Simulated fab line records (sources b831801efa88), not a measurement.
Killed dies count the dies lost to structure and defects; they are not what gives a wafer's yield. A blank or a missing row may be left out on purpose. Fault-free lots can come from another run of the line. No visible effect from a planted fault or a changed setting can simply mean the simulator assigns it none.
fab line records	flow sfq_line
record lots=15	wafers=45	last_day=78
route steps=325 shown L0@5 M0@29 I0@53
lots that met no fault: from a run of the same line without faults
start_h: hours from the record's first day to the start of the lot's first wafer shown	wait_h: hours from the lot's prior step to this one	" repeats the value in the row above	L1.1+2: a single row standing in for several wafers	- no value, or no start was given	* or withheld: withheld	< > ~ a bound
route shown NAME@n: a module of which the file shows steps, and the number in the route of the first	usual: the fault-free wafers' mean and standard deviation	same: alike in all rows	chamber/n: place in a boat	sites: readings site by site	_std_site: the standard deviation of these	_edge_site: the outer-site mean with the inner-site mean subtracted	radius_mm: how far each site lies from the wafer's centre	mask NAME#n: copy n	behind: the last tool/chamber to shape the wafer	hold: what put the lot on hold/how long, in hours/how the hold closed	device: which transistor (n, p or np) failed to switch	end of line: the same wafers' tests at the end of the route	a step without rows: its recipe alone	killed: dies that structure and defects cost at the first sort, which is not the same as the wafer's yield	map: a wafer's dies, marking killed ones x, the rest . and places with no die _
set.NAME: the run value of the setting; set.NAME@STEP: its run value at that earlier step	model.NAME: the simulator's own value behind a step, which no gauge read
one table for each step of the route and one row for each wafer, over a sample of lots
services: the hour from which a tool's chamber was out of use, counted from the record's first day as start_h (under 0 if before that day), plus the number of hours and why
## steps
# step SFQ_L0_THK_MEAS_902
# recipe thk_meas_gauge=xrf	reads=MoNx_KI_of_TRILAYER_L0_DEP_SPUTTER_003
# usual L0_MONX_KI_THK=39.1/0.57
lot.wafer	tool	chamber	start_h	wait_h	L0_MONX_KI_THK[nm]
L351.1	film_metro-01	-	12.68	0.1	39.2
L351.2	"	-	"	"	39.2
L351.6	"	-	"	"	39.2
L354.1	film_metro-01	-	27.68	0.1	38.4
L354.2	"	-	"	"	38.2
L354.3	"	-	"	"	38.5
L355.3	film_metro-04	-	32.70	0.1	38.8
L355.5	"	-	"	"	39.4
L355.6	"	-	"	"	38.4
L356.1	film_metro-01	-	37.68	0.1	39.0
L356.3	"	-	"	"	38.8
L356.6	"	-	"	"	38.4
L357.1	film_metro-04	-	42.68	0.1	38.5
L357.4	"	-	"	"	38.0
L357.5	"	-	"	"	38.3
L358.3	film_metro-04	-	47.70	0.1	38.8
L358.5	"	-	"	"	38.6
L358.6	"	-	"	"	39.3
L360.1	film_metro-02	-	57.68	0.1	39.1
L360.2	"	-	"	"	39.8
L360.6	"	-	"	"	39.9
L361.3	film_metro-04	-	62.70	0.1	39.5
L361.4	"	-	"	"	39.3
L361.6	"	-	"	"	39.0
L364.2	film_metro-01	-	77.69	0.1	39.0
L364.4	"	-	"	"	38.2
L364.6	"	-	"	"	38.5
L366.3	film_metro-02	-	87.70	0.1	39.1
L366.4	"	-	"	"	39.6
L366.6	"	-	"	"	39.0
L367.1	film_metro-02	-	92.68	0.1	39.3
L367.3	"	-	"	"	39.6
L367.6	"	-	"	"	39.1
L368.1	film_metro-02	-	97.68	0.1	38.2
L368.3	"	-	"	"	39.1
L368.4	"	-	"	"	38.6
L370.2	film_metro-01	-	107.69	0.1	38.6
L370.4	"	-	"	"	38.5
L370.6	"	-	"	"	39.1
L372.1	film_metro-04	-	117.68	0.1	40.0
L372.4	"	-	"	"	39.4
L372.5	"	-	"	"	39.0
L373.3	film_metro-02	-	122.70	0.1	40.2
L373.4	"	-	"	"	40.0
L373.6	"	-	"	"	40.4
# step SFQ_TRILAYER_L0_ETCH_METAL_ETCH_008
# recipe target=MoNx_KI	stop_on=SiO2	mask_material=PR	chemistry=SF6/O2	target_depth_nm=50	icp_w=600	bias_w=80	pressure_mtorr=10	time_s=25
# usual chamber_pressure_mTorr=10.000/0.0095	drypump_motor_current_A=6.16/0.25	oes_product_au=0.873/0.0074
# same time_s=25
lot.wafer	tool	chamber	start_h	wait_h	chamber_pressure_mTorr	drypump_motor_current_A	oes_product_au	rf_hours_counter_h
L351.1	rie_metal-04	1	52.17	0.1	10.007	6.10	0.876	30
L351.2	"	1	"	"	9.996	6.08	0.879	-
L351.6	"	1	"	"	9.988	6.10	0.884	-
L354.1	rie_metal-03	1	65.31	0.0	10.019	6.61	0.869	148
L354.2	"	0	"	"	9.998	5.93	0.857	210
L354.3	"	1	"	"	10.001	6.59	0.872	-
L355.3	rie_metal-04	0	72.52	0.0	9.999	5.86	0.873	-
L355.5	"	1	"	"	9.996	6.08	0.879	-
L355.6	"	0	"	"	10.010	5.85	0.863	-
L356.1	rie_metal-01	1	78.51	0.0	9.993	6.29	0.874	188
L356.3	"	0	"	"	10.008	6.23	0.867	-
L356.6	"	1	"	"	9.994	6.27	0.863	-
L357.1	rie_metal-01	0	84.51	0.0	9.992	6.23	0.867	2
L357.4	"	1	"	"	10.012	6.33	0.859	-
L357.5	"	0	"	"	10.002	6.22	0.865	-
L358.3	rie_metal-03	0	88.12	0.0	9.996	5.93	0.867	-
L358.5	"	1	"	"	10.020	6.61	0.868	-
L358.6	"	0	"	"	10.010	5.89	0.877	-
L360.1	rie_metal-04	0	97.71	0.0	10.000	5.85	0.873	4
L360.2	"	1	"	"	10.001	6.09	0.878	39
L360.6	"	1	"	"	9.998	6.07	0.889	-
L361.3	rie_metal-04	1	104.92	0.0	9.985	6.08	0.877	-
L361.4	"	0	"	"	9.990	5.83	0.873	-
L361.6	"	0	"	"	10.003	5.82	0.869	-
L364.2	rie_metal-04	0	118.11	0.0	10.002	5.85	0.876	9
L364.4	"	1	"	"	9.999	6.08	0.857	-
L364.6	"	1	"	"	10.009	6.08	0.868	-
L366.3	rie_metal-01	0	127.72	0.0	10.004	6.22	0.871	-
L366.4	"	1	"	"	9.994	6.35	0.883	-
L366.6	"	1	"	"	10.007	6.33	0.870	-
L367.1	rie_metal-04	0	133.71	0.0	10.003	5.84	0.866	11
L367.3	"	0	"	"	9.998	5.84	0.873	-
L367.6	"	0	"	"	10.007	5.85	0.870	-
L368.1	rie_metal-01	1	138.52	0.0	9.996	6.32	0.860	198
L368.3	"	0	"	"	9.999	6.25	0.866	-
L368.4	"	1	"	"	9.992	6.29	0.864	-
L370.2	rie_metal-04	0	149.31	0.0	10.002	5.81	0.864	14
L370.4	"	0	"	"	9.971	5.83	0.870	-
L370.6	"	1	"	"	10.007	6.08	0.873	-
L372.1	rie_metal-03	1	160.21	0.0	9.989	6.58	0.883	165
L372.4	"	0	"	"	10.002	5.93	0.877	-
L372.5	"	0	"	"	9.997	5.91	0.873	-
L373.3	rie_metal-01	0	162.70	0.1	10.000	6.23	0.883	-
L373.4	"	0	"	"	9.998	6.24	0.882	-
L373.6	"	0	"	"	9.977	6.25	0.882	-
# step SFQ_TRILAYER_M0_DEP_SPUTTER_019
# recipe material=Nb	base_pressure_pa=1.33e-06	chamber_pressure_pa=0.1333	substrate_temp_c=20	resputter_cathode_voltage_v=400	target_thk_nm=200	power_w=2000	time_s=133.3
# usual throttle_valve_pct=29.7/0.54
lot.wafer	tool	chamber	start_h	wait_h	throttle_valve_pct
L351.1	pvd_sputter-05	-	112.58	0.0	30.2
L351.2	"	-	"	"	29.7
L351.6	"	-	"	"	29.8
L354.1	pvd_sputter-05	-	127.42	0.0	29.5
L354.2	"	-	"	"	29.5
L354.3	"	-	"	"	30.0
L355.3	pvd_sputter-05	-	131.00	0.0	29.5
L355.5	"	-	"	"	29.6
L355.6	"	-	"	"	29.3
L356.1	pvd_sputter-05	-	139.40	0.0	29.7
L356.3	"	-	"	"	29.7
L356.6	"	-	"	"	30.1
L357.1	pvd_sputter-06	-	144.30	0.0	29.5
L357.4	"	-	"	"	29.7
L357.5	"	-	"	"	29.6
L358.3	pvd_sputter-06	-	149.10	0.0	29.5
L358.5	"	-	"	"	29.7
L358.6	"	-	"	"	29.4
L360.1	pvd_sputter-04	-	158.72	0.0	30.4
L360.2	"	-	"	"	30.2
L360.6	"	-	"	"	30.1
L361.3	pvd_sputter-05	-	169.72	0.0	30.4
L361.4	"	-	"	"	29.8
L361.6	"	-	"	"	30.3
L364.2	pvd_sputter-05	-	186.20	0.0	29.4
L364.4	"	-	"	"	29.7
L364.6	"	-	"	"	30.0
L366.3	pvd_sputter-05	-	198.20	0.0	29.5
L366.4	"	-	"	"	30.0
L366.6	"	-	"	"	30.5
L367.1	pvd_sputter-05	-	205.40	0.0	29.5
L367.3	"	-	"	"	30.2
L367.6	"	-	"	"	30.4
L368.1	pvd_sputter-05	-	211.40	0.0	29.6
L368.3	"	-	"	"	29.7
L368.4	"	-	"	"	30.2
L370.2	pvd_sputter-06	-	224.40	0.0	30.1
L370.4	"	-	"	"	29.3
L370.6	"	-	"	"	29.4
L372.1	pvd_sputter-04	-	235.20	0.0	30.1
L372.4	"	-	"	"	29.9
L372.5	"	-	"	"	28.6
L373.3	pvd_sputter-06	-	236.40	0.0	29.4
L373.4	"	-	"	"	28.4
L373.6	"	-	"	"	29.6
# step SFQ_M0_RS_MEAS_904
# recipe thk_meas_gauge=four-point-probe	reads=Nb_of_TRILAYER_M0_DEP_SPUTTER_019
# usual M0_NB_RS=0.884/0.012
lot.wafer	tool	chamber	start_h	wait_h	M0_NB_RS[ohm/sq]
L351.1	film_metro-03	-	112.67	0.0	0.919
L351.2	"	-	"	"	0.889
L351.6	"	-	"	"	0.886
L354.1	film_metro-02	-	127.51	0.0	0.896
L354.2	"	-	"	"	0.876
L354.3	"	-	"	"	0.893
L355.3	film_metro-03	-	131.13	0.1	0.878
L355.5	"	-	"	"	0.876
L355.6	"	-	"	"	0.883
L356.1	film_metro-02	-	139.49	0.0	0.875
L356.3	"	-	"	"	0.872
L356.6	"	-	"	"	0.877
L357.1	film_metro-03	-	144.39	0.0	0.905
L357.4	"	-	"	"	0.888
L357.5	"	-	"	"	0.886
L358.3	film_metro-03	-	149.23	0.1	0.898
L358.5	"	-	"	"	0.882
L358.6	"	-	"	"	0.900
L360.1	film_metro-02	-	158.81	0.0	0.860
L360.2	"	-	"	"	0.856
L360.6	"	-	"	"	0.858
L361.3	film_metro-03	-	169.85	0.1	0.889
L361.4	"	-	"	"	0.883
L361.6	"	-	"	"	0.892
L364.2	film_metro-02	-	186.31	0.1	0.891
L364.4	"	-	"	"	0.874
L364.6	"	-	"	"	0.872
L366.3	film_metro-01	-	198.33	0.1	2.169
L366.4	"	-	"	"	0.894
L366.6	"	-	"	"	0.892
L367.1	film_metro-02	-	205.50	0.0	2.141
L367.3	"	-	"	"	0.884
L367.6	"	-	"	"	0.885
L368.1	film_metro-02	-	211.49	0.0	2.219
L368.3	"	-	"	"	0.896
L368.4	"	-	"	"	0.900
L370.2	film_metro-01	-	224.51	0.1	0.881
L370.4	"	-	"	"	0.909
L370.6	"	-	"	"	0.903
L372.1	film_metro-01	-	235.30	0.0	0.867
L372.4	"	-	"	"	0.877
L372.5	"	-	"	"	0.882
L373.3	film_metro-02	-	236.53	0.1	0.907
L373.4	"	-	"	"	0.887
L373.6	"	-	"	"	0.876
# step SFQ_TRILAYER_M0_ETCH_METAL_ETCH_024
# recipe target=Nb	stop_on=SiO2	mask_material=PR	chemistry=Cl2/Ar	target_depth_nm=240	icp_w=600	bias_w=80	pressure_mtorr=10	time_s=120
# usual chamber_pressure_mTorr=9.999/0.0087	drypump_motor_current_A=5.93/0.28	oes_product_au=0.898/0.0084
# same time_s=120
lot.wafer	tool	chamber	start_h	wait_h	chamber_pressure_mTorr	drypump_motor_current_A	oes_product_au	rf_hours_counter_h
L351.1	rie_metal-02	0	177.08	0.0	10.000	5.53	0.882	110
L351.2	"	1	"	"	10.004	5.76	0.900	17
L351.6	"	1	"	"	10.000	5.74	0.889	-
L354.1	rie_metal-02	0	194.97	0.0	9.991	5.56	0.880	112
L354.2	"	1	"	"	9.991	5.81	0.908	20
L354.3	"	1	"	"	9.998	5.77	0.892	-
L355.3	rie_metal-02	0	202.21	0.1	10.001	5.55	0.897	-
L355.5	"	0	"	"	9.998	5.58	0.904	-
L355.6	"	1	"	"	9.991	5.74	0.891	-
L356.1	rie_metal-02	0	211.77	0.0	10.002	5.56	0.906	116
L356.3	"	0	"	"	10.006	5.53	0.907	-
L356.6	"	0	"	"	9.989	5.53	0.906	-
L357.1	rie_metal-01	0	216.37	0.0	10.004	6.15	0.884	29
L357.4	"	0	"	"	10.008	6.16	0.900	-
L357.5	"	0	"	"	10.010	6.19	0.908	-
L358.3	rie_metal-02	1	221.21	0.1	10.004	5.76	0.891	-
L358.5	"	0	"	"	10.003	5.58	0.898	-
L358.6	"	1	"	"	10.006	5.76	0.884	-
L360.1	rie_metal-01	1	231.97	0.0	10.000	6.36	0.913	11
L360.2	"	0	"	"	9.995	6.22	0.910	33
L360.6	"	1	"	"	9.995	6.35	0.923	-
L361.3	rie_metal-01	1	242.81	0.1	10.007	6.27	0.902	-
L361.4	"	0	"	"	10.004	6.21	0.898	-
L361.6	"	1	"	"	10.002	6.34	0.895	-
L364.2	rie_metal-01	0	259.57	0.0	9.990	6.23	0.893	37
L364.4	"	0	"	"	9.994	6.20	0.896	-
L364.6	"	1	"	"	9.992	6.32	0.907	-
L366.3	rie_metal-02	0	272.36	0.1	9.986	5.53	0.597	-
L366.4	"	1	"	"	9.993	5.74	0.894	-
L366.6	"	1	"	"	10.014	5.74	0.893	-
L367.1	rie_metal-04	0	281.92	0.0	9.993	5.83	0.593	34
L367.3	"	1	"	"	9.992	6.07	0.897	-
L367.6	"	0	"	"	9.990	5.82	0.905	-
L368.1	rie_metal-04	0	287.92	0.0	10.005	5.85	0.588	35
L368.3	"	0	"	"	9.993	5.85	0.895	-
L368.4	"	1	"	"	10.020	6.09	0.889	-
L370.2	rie_metal-01	1	302.32	0.0	9.994	6.35	0.905	24
L370.4	"	0	"	"	10.003	6.22	0.884	-
L370.6	"	1	"	"	9.993	6.31	0.884	-
L372.1	rie_metal-02	1	314.32	0.0	9.999	5.81	0.904	43
L372.4	"	1	"	"	10.004	5.78	0.902	-
L372.5	"	0	"	"	9.985	5.59	0.898	-
L373.3	rie_metal-02	1	318.06	0.1	9.991	5.71	0.886	-
L373.4	"	0	"	"	10.004	5.54	0.894	-
L373.6	"	1	"	"	10.007	5.71	0.902	-
# step SFQ_I0_OVL_MEAS_908
# usual I0_OVL=2/5.5
lot.wafer	tool	chamber	start_h	wait_h	I0_OVL[nm]
L351.1	overlay-02	-	227.90	0.1	-4
L351.2	"	-	"	"	-8
L351.6	"	-	"	"	-10
L354.1	overlay-01	-	247.10	0.1	1
L354.2	"	-	"	"	-5
L354.3	"	-	"	"	-5
L355.3	overlay-02	-	273.49	0.1	-1
L355.5	"	-	"	"	1
L355.6	"	-	"	"	1
L356.1	overlay-02	-	283.32	0.1	1
L356.3	"	-	"	"	4
L356.6	"	-	"	"	-8
L357.1	overlay-01	-	285.48	0.1	2
L357.4	"	-	"	"	7
L357.5	"	-	"	"	1
L358.3	overlay-02	-	291.74	0.1	-3
L358.5	"	-	"	"	-1
L358.6	"	-	"	"	-3
L360.1	overlay-01	-	309.48	0.1	2
L360.2	"	-	"	"	0
L360.6	"	-	"	"	-4
L361.3	overlay-02	-	314.29	0.1	5
L361.4	"	-	"	"	0
L361.6	"	-	"	"	-6
L364.2	overlay-02	-	323.89	0.1	7
L364.4	"	-	"	"	8
L364.6	"	-	"	"	9
L366.3	overlay-01	-	342.99	0.1	4
L366.4	"	-	"	"	3
L366.6	"	-	"	"	3
L367.1	overlay-01	-	353.78	0.1	1
L367.3	"	-	"	"	3
L367.6	"	-	"	"	-1
L368.1	overlay-01	-	357.38	0.1	7
L368.3	"	-	"	"	5
L368.4	"	-	"	"	9
L370.2	overlay-02	-	371.79	0.1	1
L370.4	"	-	"	"	0
L370.6	"	-	"	"	-4
L372.1	overlay-01	-	386.93	0.1	13
L372.4	"	-	"	"	-4
L372.5	"	-	"	"	2
L373.3	overlay-02	-	391.74	0.1	-6
L373.4	"	-	"	"	1
L373.6	"	-	"	"	5
## services
tool	chamber	start_h	hours	kind
pvd_sputter-05	-	33.32	2.2	repair
rie_metal-01	0	45.67	-	clean
rie_metal-01	0	45.67	-	consumable_replace:focus_ring
rie_metal-01	0	45.67	24.9	scheduled_down
rie_metal-01	0	45.67	24.9	vent_cycle
pvd_sputter-04	-	64.54	12.1	repair
pvd_sputter-04	-	84.90	5.5	repair
rie_metal-02	1	88.77	21.4	repair
pvd_sputter-05	-	104.97	1.6	repair
rie_metal-03	-	113.18	0.6	repair
rie_metal-02	-	117.35	0.7	repair
rie_metal-03	1	140.07	3.2	repair
pvd_sputter-06	-	163.95	7.1	repair
pvd_sputter-04	-	179.91	0.5	repair
rie_metal-04	-	183.36	0.2	repair
pvd_sputter-04	-	208.58	2.9	repair
pvd_sputter-05	-	213.91	6.9	repair
rie_metal-04	-	225.93	14.6	pm
rie_metal-04	-	250.74	4.3	pm
pvd_sputter-04	-	255.45	4.5	repair
rie_metal-04	-	257.96	6.2	repair
pvd_sputter-05	-	272.49	0.5	repair
pvd_sputter-06	-	280.26	1.1	repair
rie_metal-04	-	311.05	6.7	repair
## key
first_sign step=SFQ_M0_RS_MEAS_904	reading=M0_NB_RS	direction=up	sigmas=99+	usual=0.884	struck=2.176
effect step=SFQ_TRILAYER_M0_ETCH_METAL_ETCH_024	reading=oes_product_au	direction=down	sigmas=36	usual=0.898	struck=0.593
met_at SFQ_TRILAYER_M0_DEP_SPUTTER_019
struck_lots L366,L367,L368
struck_wafers L366.3,L367.1,L368.1
not_acting_at SFQ_L0_THK_MEAS_902,SFQ_TRILAYER_L0_ETCH_METAL_ETCH_008,SFQ_I0_OVL_MEAS_908
onset_between 131.00 198.20
fault kind=process_parameter_drift	tool=pvd_sputter-05	chamber=-	onset_h=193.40	steps=SFQ_TRILAYER_M0_DEP_SPUTTER_019	channel=target_thk_nm	offset=-119.38	shape=step	end_h=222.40	acts_in=these_recipes_only	stated=200	scope=struck_wafers_only
